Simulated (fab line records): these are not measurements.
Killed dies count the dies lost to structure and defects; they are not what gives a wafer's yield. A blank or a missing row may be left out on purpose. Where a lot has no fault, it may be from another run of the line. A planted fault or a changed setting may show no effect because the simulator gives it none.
fab line records	flow sky130
record lots=5	wafers=15	last-day=50
route steps=708 shown SONOS_ONO@182 GATE_OXIDE@187 PAD_OPEN@708
lots with no fault: from the same line, run without faults
start-h: the number of hours between the record's first day and the start of the first shown wafer of the lot	wait-h: how many hours have passed since the lot's step before this one	" the same as in the row above	L1.1+2: several wafers, shown together as one row	- either no value or no given start	* or withheld: withheld	< > ~ a bound
route shown NAME@n: NAME is a module with steps in the file, n the number in the route of the first one	usual: mean and standard deviation over wafers with no fault	same: alike in all rows	chamber/n: place in a boat	sites: per-site readings	_std_site: standard deviation of those values	_edge_site: outer sites' mean less inner sites'	radius-mm: how far each site lies from the wafer's centre	mask NAME#n: copy n	behind: tool/chamber where the wafer was last shaped	hold: what put the lot on hold/how long, in hours/how the hold closed	device: whichever transistor did not switch (one of n, p or np)	end of line: tests of these same wafers at the route's end	a step without rows: its recipe alone	killed: not the wafer's yield, but the dies lost to structure and defects at the first sort	map: shows each die of a wafer: x if killed, . if not, _ if none is there
set.NAME: the setting the step ran with; set.NAME@STEP: the setting that earlier step ran with	model.NAME: the simulator's own value behind a step, which no gauge read
certain route steps with their lots: each step a table, each wafer a row
services: from which hour (start-h, from the record's first day; less than 0 if before it) a tool's chamber was out of use, for how many hours, and why
## steps
# step SKY_SONOS_ONO_OVL_MEAS_14
# usual SONOS_ONO_OVL=0.6/1.5
lot.wafer	tool	chamber	start-h	wait-h	SONOS_ONO_OVL[nm]
L989.3	overlay-02	-	302.85	0.1	-0.1
L989.5	"	-	"	"	-0.9
L989.6	"	-	"	"	-0.4
L991.1	overlay-02	-	325.00	0.1	1.5
L991.4	"	-	"	"	0.9
L991.5	"	-	"	"	2.1
L102.3	overlay-01	-	406.04	0.1	1.8
L102.4	"	-	"	"	1.8
L102.6	"	-	"	"	2.1
L104.1	overlay-02	-	423.88	0.1	-1.0
L104.4	"	-	"	"	-0.4
L104.5	"	-	"	"	0.0
L108.1	overlay-02	-	459.53	0.1	2.1
L108.3	"	-	"	"	1.0
L108.6	"	-	"	"	1.3
# step SKY_SONOS_ONO_ETCH_15
# recipe target-depth-nm=19.52	chemistry=CHF3/O2	source-w=600	bias-w=200	pressure-mtorr=40	chf3-flow-sccm=50	O2_flow_sccm=5	time-s=7.8
# usual drypump-motor-current-A=5.7/0.54	oes-product-au=0.995/0.011	rf-fwd-power-W=588.0/2.8	throttle-valve-pct=8.824/0.0087
lot.wafer	tool	chamber	start-h	wait-h	drypump-motor-current-A	oes-product-au	rf-fwd-power-W	rf-hours-counter-h	throttle-valve-pct
L989.3	rie-diel-03	3	302.87	0.0	5.9	0.981	592.6	2	8.812
L989.5	"	1	"	"	6.3	1.006	589.5	-	8.829
L989.6	"	0	"	"	5.7	0.984	587.5	-	8.823
L991.1	rie-diel-03	1	325.04	0.0	6.3	1.004	589.8	6	8.820
L991.4	"	3	"	"	5.9	0.977	592.2	3	8.819
L991.5	"	1	"	"	6.2	1.008	589.9	-	8.827
L102.3	rie-diel-03	1	406.06	0.0	6.2	0.996	587.3	8	8.824
L102.4	"	2	"	"	5.9	0.989	585.9	11	8.822
L102.6	"	1	"	"	6.2	1.008	590.4	-	8.809
L104.1	rie-diel-04	3	423.91	0.0	4.9	0.993	585.2	3	8.814
L104.4	"	0	"	"	5.1	0.971	589.1	10	8.830
L104.5	"	2	"	"	6.3	0.994	586.5	-	8.811
L108.1	rie-diel-02	0	459.57	0.0	5.3	0.999	586.7	6	8.822
L108.3	"	3	"	"	5.9	1.006	587.4	1	8.833
L108.6	"	3	"	"	5.9	1.012	588.1	-	8.810
# step SKY_SONOS_ONO_WET_ETCH_16
# recipe chemistry=dHF	target-depth-nm=14	dry=n2-spin	target=SiO2	dilution=100:1	temp-c=25	time-s=280
# step SKY_SONOS_ONO_STRIP_17
# recipe chemistry=O2/N2	power-w=1400	pressure-mtorr=1500	platen-temp-c=withheld	o2-flow-sccm=3000	n2-flow-sccm=300	overash-fraction=0.5
# usual drypump-motor-current-A=5.7/0.56	o2-flow-sccm=3000/9	oes-product-au=0.710/0.0045	strip-time-to-endpoint-s=14.09/0.046
lot.wafer	tool	chamber	start-h	wait-h	drypump-motor-current-A	o2-flow-sccm	oes-product-au	rf-hours-counter-h	strip-time-to-endpoint-s
L989.3	plasma-asher-03	1	303.01	0.0	6.7	2996	0.707	-	14.15
L989.5	"	1	"	"	6.7	2993	0.706	-	14.10
L989.6	"	0	"	"	5.9	3018	0.719	-	14.18
L991.1	plasma-asher-04	1	325.23	0.0	5.1	3008	0.714	43	14.04
L991.4	"	0	"	"	5.2	3003	0.705	-	14.10
L991.5	"	1	"	"	5.2	3002	0.710	-	14.04
L102.3	plasma-asher-02	1	406.20	0.0	5.4	2999	0.720	-	14.10
L102.4	"	0	"	"	5.7	2997	0.716	-	14.09
L102.6	"	0	"	"	5.7	3001	0.707	-	14.13
L104.1	plasma-asher-04	1	424.02	0.0	5.2	2987	0.713	52	14.17
L104.4	"	1	"	"	5.2	2986	0.707	-	14.16
L104.5	"	1	"	"	5.2	2993	0.711	-	14.14
L108.1	plasma-asher-04	0	459.68	0.0	5.3	2989	0.707	56	14.04
L108.3	"	1	"	"	5.2	3003	0.713	-	14.08
L108.6	"	0	"	"	5.2	2988	0.712	-	14.10
# step SKY_SONOS_ONO_WET_ETCH_18
# recipe chemistry=H3PO4	target-depth-nm=15	target=Si3N4	temp-c=160	time-s=172
# step SKY_GATE_OXIDE_CLEAN_00
# recipe chemistry=SC1/SC2	mix=1:4:20	temp-c=70	time-s=150	dry=n2-spin
# step SKY_GATE_OXIDE_OXIDATION_01
# recipe temp-c=900	ambient=O2	stabilise-s=600	purge-s=300	target-thk-a=102.68	ox-time-s=1473
# step SKY_GATE_OXIDE_THK_MEAS_02
# recipe reads=SiO2_of_GATE_OXIDE_OXIDATION_01
# usual GATE_OXIDE_OXIDATION_00_THK=10.27/0.18
lot.wafer	tool	chamber	start-h	wait-h	GATE_OXIDE_OXIDATION_00_THK[nm]
L989.3	film-metro-02	-	305.56	0.0	10.39
L989.5	"	-	"	"	10.28
L989.6	"	-	"	"	10.26
L991.1	film-metro-04	-	328.04	0.0	10.26
L991.4	"	-	"	"	10.31
L991.5	"	-	"	"	10.43
L102.3	film-metro-04	-	408.68	0.0	10.18
L102.4	"	-	"	"	10.38
L102.6	"	-	"	"	10.31
L104.1	film-metro-03	-	428.04	0.0	10.34
L104.4	"	-	"	"	10.40
L104.5	"	-	"	"	10.30
L108.1	film-metro-03	-	461.30	0.0	10.32
L108.3	"	-	"	"	10.53
L108.6	"	-	"	"	10.50
# step SKY_GATE_OXIDE_DEHYDRATE_03
# recipe temp-c=200	time-s=60
# step SKY_GATE_OXIDE_HMDS_04
# recipe prime-time-s=60	prime-temp-c=120
# step SKY_GATE_OXIDE_COAT_05
# recipe resist=NOVOLAK	spin-rpm=3000	resist-thk-nm=1140
# step SKY_GATE_OXIDE_SOFTBAKE_06
# recipe temp-c=90	time-s=60	resist=NOVOLAK
# step SKY_GATE_OXIDE_EXPOSE_07
# recipe mask-id=LVOM	na=0.6	source-shape=conventional	sigma-outer=0.6	polarization=unpolarized	target-cd-nm=600	dose-mj=170
# usual stage-vel-mm-s=500.01/0.28
lot.wafer	tool	chamber	start-h	wait-h	mask	stage-vel-mm-s
L989.3	iline-stepper-02	0	318.77	-	LVOM#0	500.17
L989.5	"	0	"	"	LVOM#0	499.97
L989.6	"	0	"	"	LVOM#0	500.38
L991.1	iline-stepper-01	0	341.43	-	LVOM_R1#0	499.88
L991.4	"	0	"	"	LVOM_R1#0	500.32
L991.5	"	0	"	"	LVOM_R1#0	500.07
L102.3	iline-stepper-02	0	423.37	-	LVOM#0	499.71
L102.4	"	0	"	"	LVOM#0	499.47
L102.6	"	0	"	"	LVOM#0	500.01
L104.1	iline-stepper-01	0	442.44	-	LVOM#0	499.61
L104.4	"	0	"	"	LVOM#0	499.91
L104.5	"	0	"	"	LVOM#0	499.80
L108.1	iline-stepper-02	0	476.13	-	LVOM#0	499.45
L108.3	"	0	"	"	LVOM#0	499.89
L108.6	"	0	"	"	LVOM#0	499.79
# step SKY_GATE_OXIDE_PEB_08
# recipe temp-c=withheld	time-s=*	resist=NOVOLAK
# step SKY_PAD_OPEN_PROBE_99
# usual killed_at_M0_to_M3=45/7.2	killed_at_M4_up=3.0/1.8	killed-at-contacts=25/6.1	killed-at-front-end=14/4.4	killed-at-other=0.2/0.44	killed-dies=88/10	killed-on-rim=17/3.5	killed-open=48/7.4	killed-short=40/6.3
# same gross-dies=492	killed-at-back-side=0
lot.wafer	tool	chamber	start-h	wait-h	hold	killed_at_M0_to_M3	killed_at_M4_up	killed-at-contacts	killed-at-front-end	killed-at-other	killed-dies	killed-on-rim	killed-open	killed-short
L989.3	prober-02	-	1102.88	0.2	-	45	0	32	13	0	90	17	54	36
L989.5	prober-02	-	1102.98	0.2	-	46	3	19	9	0	77	15	41	36
L989.6	prober-02	-	1103.03	0.2	-	39	5	15	14	0	73	13	41	32
L991.1	prober-02	-	1114.66	0.1	await-dispo/2.3h/release	52	4	27	76	0	159	56	51	40
L991.4	prober-02	-	1114.81	0.2	await-dispo/2.3h/release	52	1	25	101	0	179	62	50	37
L991.5	prober-02	-	1114.86	0.2	await-dispo/2.3h/release	36	2	30	105	0	173	60	52	32
L102.3	prober-01	-	1167.50	0.2	-	40	1	29	14	0	84	18	45	39
L102.4	prober-01	-	1167.55	0.2	-	42	3	27	15	0	87	10	50	37
L102.6	prober-01	-	1167.65	0.2	-	51	0	20	13	0	84	15	45	39
L104.1	prober-02	-	1176.93	0.1	-	40	3	20	24	1	88	10	51	37
L104.4	prober-02	-	1177.08	0.2	-	40	4	22	9	1	76	11	44	32
L104.5	prober-02	-	1177.13	0.2	-	42	4	11	14	0	71	20	35	36
L108.1	prober-01	-	1193.18	0.1	-	43	5	30	20	0	98	17	49	49
L108.3	prober-01	-	1193.28	0.2	-	43	2	25	11	0	81	19	46	35
L108.6	prober-01	-	1193.43	0.2	-	47	3	27	14	1	92	19	59	33
# killed by level:class
L989.3 CONTACT:geometric-particle:open=14 VIA1:geometric-particle:open=11 VIA3:geometric-particle:open=10 LI_CONTACT:geometric-particle:open=9 VIA3:geometric-particle:short=6 METAL1:geometric-particle:short=4 FIELD_ISO:geometric-particle:open=3 FIELD_ISO:geometric-particle:short=3
L989.5 VIA1:geometric-particle:open=10 VIA3:geometric-particle:open=8 CONTACT:geometric-particle:open=6 METAL3:geometric-particle:short=5 LI_CONTACT:geometric-particle:open=5 VIA2:geometric-particle:open=5 CONTACT:geometric-particle:short=4 METAL1:geometric-particle:short=4
L989.6 VIA1:geometric-particle:open=10 VIA2:geometric-particle:open=9 METAL2:geometric-particle:short=5 LI_CONTACT:geometric-particle:open=4 METAL1:geometric-particle:short=4 FIELD_ISO:geometric-particle:open=3 LI_CONTACT:geometric-particle:short=3 LOCAL_INTERCONNECT:geometric-particle:short=3
L991.1 GATE_OXIDE:area-expose=68 CONTACT:geometric-particle:open=17 VIA3:geometric-particle:open=10 METAL1:geometric-particle:short=9 VIA1:geometric-particle:short=6 VIA1:geometric-particle:open=6 VIA2:geometric-particle:open=5 LI_CONTACT:geometric-particle:open=5
L991.4 GATE_OXIDE:area-expose=92 VIA1:geometric-particle:open=19 LI_CONTACT:geometric-particle:open=10 VIA2:geometric-particle:open=7 METAL2:geometric-particle:short=7 CONTACT:geometric-particle:short=6 METAL1:geometric-particle:short=5 LOCAL_INTERCONNECT:geometric-particle:short=4
L991.5 GATE_OXIDE:area-expose=89 LI_CONTACT:geometric-particle:open=12 CONTACT:geometric-particle:open=11 VIA3:geometric-particle:open=9 VIA1:geometric-particle:open=6 FIELD_ISO:geometric-particle:open=5 LOCAL_INTERCONNECT:geometric-particle:short=4 METAL2:geometric-particle:short=4
L102.3 CONTACT:geometric-particle:open=12 METAL1:geometric-particle:short=8 VIA1:geometric-particle:open=8 LI_CONTACT:geometric-particle:open=6 VIA2:geometric-particle:open=6 CONTACT:geometric-particle:short=5 METAL2:geometric-particle:short=5 POLY_GATE:geometric-particle:short=4
L102.4 VIA1:geometric-particle:open=15 CONTACT:geometric-particle:open=10 VIA1:geometric-particle:short=7 CONTACT:geometric-particle:short=6 FIELD_ISO:geometric-particle:open=5 METAL1:geometric-particle:short=5 POLY_GATE:geometric-particle:short=4 LI_CONTACT:geometric-particle:open=4
L102.6 VIA1:geometric-particle:open=13 METAL1:geometric-particle:short=10 VIA3:geometric-particle:open=9 CONTACT:geometric-particle:short=6 VIA1:geometric-particle:short=6 FIELD_ISO:geometric-particle:short=5 POLY_GATE:geometric-particle:open=4 LOCAL_INTERCONNECT:geometric-particle:open=4
L104.1 VIA1:geometric-particle:open=13 CONTACT:geometric-particle:open=8 FIELD_ISO:geometric-particle:open=6 LI_CONTACT:geometric-particle:open=6 VIA2:geometric-particle:open=6 FIELD_ISO:geometric-particle:short=5 METAL1:geometric-particle:short=4 VIA1:geometric-particle:short=4
L104.4 VIA1:geometric-particle:open=12 CONTACT:geometric-particle:open=9 VIA3:geometric-particle:open=8 METAL2:geometric-particle:short=6 LI_CONTACT:geometric-particle:open=5 VIA2:geometric-particle:open=5 FIELD_ISO:geometric-particle:short=4 LOCAL_INTERCONNECT:geometric-particle:short=4
L104.5 METAL1:geometric-particle:short=6 VIA1:geometric-particle:open=6 VIA3:geometric-particle:open=6 FIELD_ISO:geometric-particle:open=5 VIA2:geometric-particle:open=5 VIA2:geometric-particle:short=4 METAL2:geometric-particle:short=4 LI_CONTACT:geometric-particle:open=3
L108.1 VIA1:geometric-particle:open=10 CONTACT:geometric-particle:open=8 FIELD_ISO:geometric-particle:open=7 VIA3:geometric-particle:open=7 LOCAL_INTERCONNECT:geometric-particle:short=6 LI_CONTACT:geometric-particle:open=6 CONTACT:geometric-particle:short=6 VIA3:geometric-particle:short=6
L108.3 VIA1:geometric-particle:open=12 CONTACT:geometric-particle:open=11 METAL1:geometric-particle:short=9 VIA2:geometric-particle:open=6 FIELD_ISO:geometric-particle:open=5 LI_CONTACT:geometric-particle:open=5 VIA1:geometric-particle:short=5 POLY_GATE:geometric-particle:short=4
L108.6 CONTACT:geometric-particle:open=11 LI_CONTACT:geometric-particle:open=9 VIA1:geometric-particle:open=9 METAL1:geometric-particle:short=8 VIA2:geometric-particle:open=8 VIA3:geometric-particle:open=6 METAL2:geometric-particle:short=6 FIELD_ISO:geometric-particle:open=5
# map L991.4 (x killed, . not)
__________xxxx..xx.x_________
________x.xx..xxx.x.xx_______
______.xx.x.x....x....x._____
_____xxx....x...x..xxx.xx____
____x.xx.x...x...........x___
___..xx..x.x...x.x....x....__
__x....x..x.x...x.x......xxx_
_xxxxxx.....x....xx.....x.xxx
_xxxxx..x........x.x.x.x...xx
_xx.xx....x.....x...x.x.....x
_xxxx..x...............x..x..
_xx.xxx.x.........x....x..xxx
_.....xx.......x....xx..x....
_xx....xx..........x....x.xx.
_xxx.x..x........x..........x
__xxxxx....x...x.......x..xx_
___xx.x.xx.........x....x.x__
____xxxxx.x..x.......x..x.___
_____xxxx..x....xx....xxx____
______........x.xx...xx._____
________x..xx........._______
__________xx.xx..xxx_________
# map L104.1 (x killed, . not)
__________.....x...._________
________....xx........_______
______x..x.x....xxx....._____
_____xx........x...xx.x..____
____...x...xx...........x.___
___...x......x.............__
__......x............x...x.._
_...x....x...........x.......
_...x......x...x.....x...x...
_........x....xx....x..xxx...
_......x.x...x.xx............
_.xx.....x.......xx..x.......
_..x...........x.x...x.x.....
_....x..xx.................x.
_.........x....x....xx..x.x..
__......x.....x........x...x_
___............x.x.......x.__
____x..xx......x....x..x.x___
_____......x...xx........____
______...x.......xx....._____
________......x..x...._______
__________...x......_________
## services
tool	chamber	start-h	hours	kind
rie-diel-04	2	284.40	-	clean
rie-diel-04	2	284.40	12.6	scheduled-down
rie-diel-04	2	284.40	12.6	vent-cycle
iline-stepper-01	-	291.93	4.4	pm
rie-diel-04	1	297.02	-	clean
rie-diel-04	1	297.02	22.8	scheduled-down
iline-stepper-01	-	301.57	3.4	repair
rie-diel-03	0	307.64	4.8	repair
plasma-asher-02	-	326.09	23.3	repair
iline-stepper-02	-	331.40	1.7	pm
rie-diel-03	0	333.16	8.4	repair
rie-diel-02	3	351.54	6.0	repair
iline-stepper-02	-	372.98	28.9	pm
rie-diel-02	2	376.33	13.0	repair
rie-diel-03	0	377.96	27.8	repair
plasma-asher-04	-	381.06	14.6	pm
plasma-asher-04	-	401.93	1.6	repair
rie-diel-02	-	419.14	0.1	repair
rie-diel-03	2	441.82	3.5	repair
plasma-asher-03	-	448.48	2.4	repair
rie-diel-02	2	455.11	24.4	repair
rie-diel-04	-	456.02	0.1	repair
iline-stepper-01	-	461.13	1.7	pm
rie-diel-04	0	467.85	7.8	repair
## key
first-sign step=SKY_GATE_OXIDE_EXPOSE_07	reading=mask	direction=changed
effect step=SKY_PAD_OPEN_PROBE_99	reading=killed-at-front-end	direction=up	sigmas=18	usual=14	struck=94
more-kills-born-at SKY_GATE_OXIDE_EXPOSE_07@iline-stepper-01=249
met-at SKY_GATE_OXIDE_EXPOSE_07
struck-wafers L991.1,L991.4,L991.5
tester-left-out L991
fault kind=wrong-mask	tool=any	chamber=-	onset-h=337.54	steps=SKY_GATE_OXIDE_EXPOSE_07	aux-copy=LVOM_R1#0	cd-offset-nm=90	scope=struck-lots-only
# tester-left-out: of these lots the tester's yield and bins aren't shown, on N5 and GAA mostly nor the transistor test; their killed dies are dies lost to structure and defects alone, not to doping, threshold or leakage, so they don't give the yield
